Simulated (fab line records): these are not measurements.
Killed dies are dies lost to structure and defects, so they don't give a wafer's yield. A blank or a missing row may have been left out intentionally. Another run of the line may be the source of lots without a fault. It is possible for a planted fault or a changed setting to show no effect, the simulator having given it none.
What tool caused it? :: flow gf180mcu :: 14 lots, 42 wafers sampled, at 5 steps of a route of 602

## WHAT EACH GAUGE READ, for each wafer
GF_DNWELL_TW_MEAS_09. Usual: for DNWELL_TW the level is 1350 and the standard deviation is 11.
lot: L736
measured: day 2 19:58
on: film-metro-04
DNWELL_TW: 1354 1363 1359
flag: 

lot: L737
measured: day 3 00:11
on: film-metro-04
DNWELL_TW: 1363 1353 1358
flag: 

lot: L738
measured: day 3 05:58
on: film-metro-03
DNWELL_TW: 1358 1349 1348
flag: 

lot: L739
measured: day 3 13:32
on: film-metro-02
DNWELL_TW: 1325 1331 1329
flag: 

lot: L742
measured: day 4 02:34
on: film-metro-04
DNWELL_TW: 1350 1346 1343
flag: 

lot: L744
measured: day 4 14:03
on: film-metro-02
DNWELL_TW: 1341 1339 1338
flag: 

lot: L745
measured: day 4 18:52
on: film-metro-02
DNWELL_TW: 1343 1347 1350
flag: 

lot: L747
measured: day 5 04:53
on: film-metro-04
DNWELL_TW: 1349 1351 1351
flag: 

lot: L749
measured: day 5 14:48
on: film-metro-04
DNWELL_TW: 1354 1359 1368
flag: 

lot: L751
measured: day 6 02:23
on: film-metro-04
DNWELL_TW: 1577 1579 1580
flag: OFF

lot: L755
measured: day 6 23:17
on: film-metro-04
DNWELL_TW: 1363 1353 1373
flag: 

lot: L756
measured: day 7 04:19
on: film-metro-02
DNWELL_TW: 1554 1551 1546
flag: OFF

lot: L757
measured: day 7 10:40
on: film-metro-02
DNWELL_TW: 1340 1343 1339
flag: 

lot: L758
measured: day 7 14:35
on: film-metro-02
DNWELL_TW: 1340 1331 1342
flag: 

GF_M2_CD_MEAS_14: target cd 280 nm. Usual: 280.0 nm for cd-nm, sd 1.
lot: L736
measured: day 19 09:47
on: cd-sem-02
cd-nm (nm): 279.9 279.6 277.8
flag: 

lot: L737
measured: day 19 20:31
on: cd-sem-02
cd-nm (nm): 280.1 279.4 281.1
flag: 

lot: L738
measured: day 20 00:57
on: cd-sem-02
cd-nm (nm): 279.0 279.3 279.0
flag: 

lot: L739
measured: day 20 16:11
on: cd-sem-01
cd-nm (nm): 278.8 279.3 280.1
flag: 

lot: L742
measured: day 21 13:16
on: cd-sem-02
cd-nm (nm): 281.7 279.9 280.2
flag: 

lot: L744
measured: day 22 09:00
on: cd-sem-02
cd-nm (nm): 280.5 279.6 280.2
flag: 

lot: L745
measured: day 22 11:28
on: cd-sem-01
cd-nm (nm): 281.3 281.0 281.4
flag: 

lot: L747
measured: day 23 06:19
on: cd-sem-02
cd-nm (nm): 279.3 279.8 278.8
flag: 

lot: L749
measured: day 24 00:08
on: cd-sem-01
cd-nm (nm): 282.0 281.2 279.6
flag: 

lot: L751
measured: day 24 11:08
on: cd-sem-02
cd-nm (nm): 279.8 278.9 280.4
flag: 

lot: L755
measured: day 25 21:05
on: cd-sem-02
cd-nm (nm): 279.5 279.5 278.9
flag: 

lot: L756
measured: day 26 03:06
on: cd-sem-02
cd-nm (nm): 280.1 279.6 279.3
flag: 

lot: L757
measured: day 26 09:46
on: cd-sem-01
cd-nm (nm): 278.2 278.6 278.2
flag: 

lot: L758
measured: day 26 18:07
on: cd-sem-01
cd-nm (nm): 279.2 280.1 279.3
flag: 

GF_M2_OVL_MEAS_15. Usual: for M2_OVL the level is 0 nm and the standard deviation is 5.4.
lot: L736
measured: day 19 09:54
on: overlay-01
M2_OVL (nm): 3 5 1
flag: 

lot: L737
measured: day 19 20:37
on: overlay-01
M2_OVL (nm): 9 5 14
flag: 

lot: L738
measured: day 20 01:03
on: overlay-01
M2_OVL (nm): 8 4 5
flag: 

lot: L739
measured: day 20 16:19
on: overlay-01
M2_OVL (nm): -1 0 -2
flag: 

lot: L742
measured: day 21 13:22
on: overlay-01
M2_OVL (nm): -3 -3 -7
flag: 

lot: L744
measured: day 22 09:05
on: overlay-01
M2_OVL (nm): 5 6 4
flag: 

lot: L745
measured: day 22 11:34
on: overlay-01
M2_OVL (nm): -7 -3 -9
flag: 

lot: L747
measured: day 23 06:25
on: overlay-01
M2_OVL (nm): -5 -1 -2
flag: 

lot: L749
measured: day 24 00:15
on: overlay-01
M2_OVL (nm): -2 -3 -9
flag: 

lot: L751
measured: day 24 11:15
on: overlay-01
M2_OVL (nm): 3 -1 -3
flag: 

lot: L755
measured: day 25 21:10
on: overlay-01
M2_OVL (nm): 7 4 -2
flag: 

lot: L756
measured: day 26 03:13
on: overlay-01
M2_OVL (nm): 8 9 -1
flag: 

lot: L757
measured: day 26 09:52
on: overlay-01
M2_OVL (nm): 2 3 -1
flag: 

lot: L758
measured: day 26 18:14
on: overlay-02
M2_OVL (nm): 0 0 -2
flag: 

## TOOL THAT RAN EACH LOT (tool first, then ch and the chambers of the sampled wafers, then the start)
lot: L736
GF_DNWELL_IMPLANT_07: implanter-02 ch 0, day 2 19:43
GF_SALICIDE_RTA_08: rtp-anneal-02 ch 0, day 15 07:52

lot: L737
GF_DNWELL_IMPLANT_07: implanter-04 ch 0, day 2 23:58
GF_SALICIDE_RTA_08: rtp-anneal-02 ch 0, day 15 17:58

lot: L738
GF_DNWELL_IMPLANT_07: implanter-03 ch 0, day 3 05:44
GF_SALICIDE_RTA_08: rtp-anneal-02 ch 0, day 15 20:52

lot: L739
GF_DNWELL_IMPLANT_07: implanter-04 ch 0, day 3 13:17
GF_SALICIDE_RTA_08: rtp-anneal-01 ch 0, day 16 11:45

lot: L742
GF_DNWELL_IMPLANT_07: implanter-02 ch 0, day 4 02:21
GF_SALICIDE_RTA_08: rtp-anneal-02 ch 0, day 17 04:44

lot: L744
GF_DNWELL_IMPLANT_07: implanter-02 ch 0, day 4 13:50
GF_SALICIDE_RTA_08: rtp-anneal-01 ch 0, day 18 03:05

lot: L745
GF_DNWELL_IMPLANT_07: implanter-04 ch 0, day 4 18:38
GF_SALICIDE_RTA_08: rtp-anneal-01 ch 0, day 18 07:05

lot: L747
GF_DNWELL_IMPLANT_07: implanter-02 ch 0, day 5 04:40
GF_SALICIDE_RTA_08: rtp-anneal-02 ch 0, day 19 02:59

lot: L749
GF_DNWELL_IMPLANT_07: implanter-02 ch 0, day 5 14:33
GF_SALICIDE_RTA_08: rtp-anneal-02 ch 0, day 19 21:18

lot: L751
GF_DNWELL_IMPLANT_07: implanter-04 ch 0, day 6 02:08
GF_SALICIDE_RTA_08: rtp-anneal-01 ch 0, day 20 09:11

lot: L755
GF_DNWELL_IMPLANT_07: implanter-02 ch 0, day 6 23:05
GF_SALICIDE_RTA_08: rtp-anneal-01 ch 0, day 21 23:34

lot: L756
GF_DNWELL_IMPLANT_07: implanter-04 ch 0, day 7 04:04
GF_SALICIDE_RTA_08: rtp-anneal-01 ch 0, day 22 04:54

lot: L757
GF_DNWELL_IMPLANT_07: implanter-03 ch 0, day 7 10:27
GF_SALICIDE_RTA_08: rtp-anneal-01 ch 0, day 22 12:04

lot: L758
GF_DNWELL_IMPLANT_07: implanter-03 ch 0, day 7 14:22
GF_SALICIDE_RTA_08: rtp-anneal-02 ch 0, day 22 21:38
- GF_DNWELL_IMPLANT_07
- GF_SALICIDE_RTA_08: time 30 s.

## WHAT THE TOOLS THEMSELVES READ (means of the sampled wafers that have a number; where no wafer has one, the mark that the record gives instead)
GF_DNWELL_IMPLANT_07. Usual: dose-ions-cm2 1.0001e+13, standard deviation 1.2e+10; faraday-current-uA 56.4, standard deviation 1.1.
lot: L736
tool: implanter-02
dose-ions-cm2: 1.0002e+13
faraday-current-uA: 55.7
flag: 

lot: L737
tool: implanter-04
dose-ions-cm2: 1.0013e+13
faraday-current-uA: 56.4
flag: 

lot: L738
tool: implanter-03
dose-ions-cm2: 9.9957e+12
faraday-current-uA: 57.7
flag: 

lot: L739
tool: implanter-04
dose-ions-cm2: 9.9907e+12
faraday-current-uA: 56.0
flag: 

lot: L742
tool: implanter-02
dose-ions-cm2: 9.9997e+12
faraday-current-uA: 57.0
flag: 

lot: L744
tool: implanter-02
dose-ions-cm2: 9.9927e+12
faraday-current-uA: 56.8
flag: 

lot: L745
tool: implanter-04
dose-ions-cm2: 1.0013e+13
faraday-current-uA: 57.4
flag: 

lot: L747
tool: implanter-02
dose-ions-cm2: 9.9773e+12
faraday-current-uA: 55.9
flag: 

lot: L749
tool: implanter-02
dose-ions-cm2: 1.0002e+13
faraday-current-uA: 56.4
flag: 

lot: L751
tool: implanter-04
dose-ions-cm2: 1.5622e+13
faraday-current-uA: 88.7
flag: OFF

lot: L755
tool: implanter-02
dose-ions-cm2: 9.9977e+12
faraday-current-uA: 56.8
flag: 

lot: L756
tool: implanter-04
dose-ions-cm2: 1.5597e+13
faraday-current-uA: 88.4
flag: OFF

lot: L757
tool: implanter-03
dose-ions-cm2: 1.0000e+13
faraday-current-uA: 56.7
flag: 

lot: L758
tool: implanter-03
dose-ions-cm2: 1.0020e+13
faraday-current-uA: 56.3
flag: 

GF_SALICIDE_RTA_08. Usual: lamp-power-pct 14.0 %, standard deviation 1; wafer_temp_C_max 803.3, standard deviation 0.83.
lot: L736
tool: rtp-anneal-02
lamp-power-pct (%): 15.1
wafer_temp_C_max: 802.7
flag: 

lot: L737
tool: rtp-anneal-02
lamp-power-pct (%): 15.1
wafer_temp_C_max: 802.8
flag: 

lot: L738
tool: rtp-anneal-02
lamp-power-pct (%): 15.1
wafer_temp_C_max: 803.1
flag: 

lot: L739
tool: rtp-anneal-01
lamp-power-pct (%): 13.1
wafer_temp_C_max: 804.1
flag: 

lot: L742
tool: rtp-anneal-02
lamp-power-pct (%): 15.1
wafer_temp_C_max: 803.2
flag: 

lot: L744
tool: rtp-anneal-01
lamp-power-pct (%): 13.1
wafer_temp_C_max: 802.9
flag: 

lot: L745
tool: rtp-anneal-01
lamp-power-pct (%): 13.1
wafer_temp_C_max: 803.6
flag: 

lot: L747
tool: rtp-anneal-02
lamp-power-pct (%): 15.1
wafer_temp_C_max: 803.2
flag: 

lot: L749
tool: rtp-anneal-02
lamp-power-pct (%): 15.1
wafer_temp_C_max: 803.0
flag: 

lot: L751
tool: rtp-anneal-01
lamp-power-pct (%): 13.1
wafer_temp_C_max: 803.8
flag: 

lot: L755
tool: rtp-anneal-01
lamp-power-pct (%): 13.1
wafer_temp_C_max: 803.0
flag: 

lot: L756
tool: rtp-anneal-01
lamp-power-pct (%): 13.1
wafer_temp_C_max: 803.3
flag: 

lot: L757
tool: rtp-anneal-01
lamp-power-pct (%): 13.1
wafer_temp_C_max: 803.5
flag: 

lot: L758
tool: rtp-anneal-02
lamp-power-pct (%): 15.1
wafer_temp_C_max: 802.6
flag: 

## THE ANSWER, worked out from the rows above alone
Rule: lot off if the mean of its wafers having a number is beyond 3 standard deviations from the usual mean. Also off: a lot with no number at a reading for which 4 or more lots have one. Where the step has rows for the other lots, those lots are counted as sound. The gauges are gone through in route order, then the tools' own readings, and for those a lot's mean is taken as printed above. At the first step where some lot is off, the reading lying furthest off is the one used; lots without a number count as furthest.
Off: at GF_DNWELL_TW_MEAS_09 (DNWELL_TW), L751, L756.
If a tool, at a process step before that reading, ran all the lots that are off and no sound lot after the first of them, it fits. Not tried: the gauges at GF_DNWELL_TW_MEAS_09; whatever is off there is also off at GF_DNWELL_IMPLANT_07, on other tools, and gauge error can't account for it. One fits: GF_DNWELL_IMPLANT_07 on implanter-04. A fault onset in the window from L745 (day 4 18:38, its last sound lot) to L751 (day 6 02:08, its first lot off) fits.
The tool's own readings at GF_DNWELL_IMPLANT_07 bear it out: on the lots that are off they differ by more than 5 times the standard deviation of the sound lots' means. dose-ions-cm2 reads 1.5610e+13 there against 1.0000e+13 on the sound lots; faraday-current-uA reads 88.6 there against 56.6 on the sound lots.

## WHAT THE SIMULATOR PUT IN
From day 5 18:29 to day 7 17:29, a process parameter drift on implanter-04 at GF_DNWELL_IMPLANT_07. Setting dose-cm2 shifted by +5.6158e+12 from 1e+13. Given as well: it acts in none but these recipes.
Shown lots that were struck: L751, L756. The same result came from the rule above.
